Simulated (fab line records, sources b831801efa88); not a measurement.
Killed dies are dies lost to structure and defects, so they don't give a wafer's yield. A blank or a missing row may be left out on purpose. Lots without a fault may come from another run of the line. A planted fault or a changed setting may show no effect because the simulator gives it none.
Which tool did it? | flow gf180mcu | 12 lots, 36 wafers sampled, at 3 steps of a route of 602

WHAT THE GAUGES READ, wafer by wafer
GF_V3_BOW_MEAS_05.
lot  | measured     | on            | V3_BOW (um)
L075 | day 21 12:29 | film_metro-01 | 108 104 100
L077 | day 22 09:23 | film_metro-02 | 111 113 111
L078 | day 23 08:41 | film_metro-02 | 109 125 117
L081 | day 23 23:31 | film_metro-01 | 101 109 103
L083 | day 25 04:22 | film_metro-01 | 122 120 119
L085 | day 25 15:28 | film_metro-02 | 116 129 110
L088 | day 26 11:02 | film_metro-04 | 126 111 126
L089 | day 26 23:33 | film_metro-04 | 117 114 114
L091 | day 27 08:22 | film_metro-04 | 124 115 117
L093 | day 27 18:16 | film_metro-02 | 110 123 123
L095 | day 28 02:36 | film_metro-04 | 109 119 107
L097 | day 28 16:49 | film_metro-04 | 117 115 126

WHICH TOOL RAN EACH LOT (tool, then ch and the chambers of the sampled wafers, then the start)
lot  | GF_V1_STRIP_18                       | GF_V2_CVD_23
L075 | plasma_asher-02 ch 0,1, day 18 04:04 | cvd_w-02 ch 0,1, day 20 09:32
L077 | plasma_asher-01 ch 0,1, day 19 03:10 | cvd_w-02 ch 0,1, day 21 07:29
L078 | plasma_asher-03 ch 0,1, day 20 02:10 | cvd_w-02 ch 0,1, day 22 07:29
L081 | plasma_asher-02 ch 0,1, day 20 19:14 | cvd_w-02 ch 0,1, day 22 23:15
L083 | plasma_asher-02 ch 0,1, day 22 04:10 | cvd_w-01 ch 0,1, day 24 05:27
L085 | plasma_asher-03 ch 0,1, day 22 15:50 | cvd_w-01 ch 0,1, day 24 16:18
L088 | plasma_asher-03 ch 0,1, day 23 12:28 | cvd_w-02 ch 0,1, day 25 11:21
L089 | plasma_asher-01 ch 0,1, day 24 01:43 | cvd_w-02 ch 0,1, day 26 00:49
L091 | plasma_asher-01 ch 0,1, day 24 10:20 | cvd_w-02 ch 0,1, day 26 08:54
L093 | plasma_asher-02 ch 0,1, day 24 22:26 | cvd_w-01 ch 0,1, day 26 19:59
L095 | plasma_asher-02 ch 0, day 25 07:26   | cvd_w-02 ch 0,1, day 27 04:26
L097 | plasma_asher-01 ch 0,1, day 25 21:44 | cvd_w-02 ch 1, day 27 18:37
- GF_V1_STRIP_18: strips in O2/N2.
- GF_V2_CVD_23: deposits W, target thk 350 nm, time 104.94 s.

THE ANSWER, worked out from the rows above alone
Rule: what is usual is taken from the lots themselves. Put in order of their means at a reading, lots are off if they are a third of the lots or fewer, leave a main group of 4 or more, and stand apart from it by a gap of 3 or more times the standard deviation of the main group's means; of several such gaps the widest counts. A main group whose means are all the same, to the digits that the tables above print for the reading, isn't used. A lot without any number at a reading at which 4 lots or more have one is off too. The other lots that the step has rows for count as sound.
No lot is off at any reading shown: from this, nothing can be told.

WHAT THE SIMULATOR HAD PUT IN
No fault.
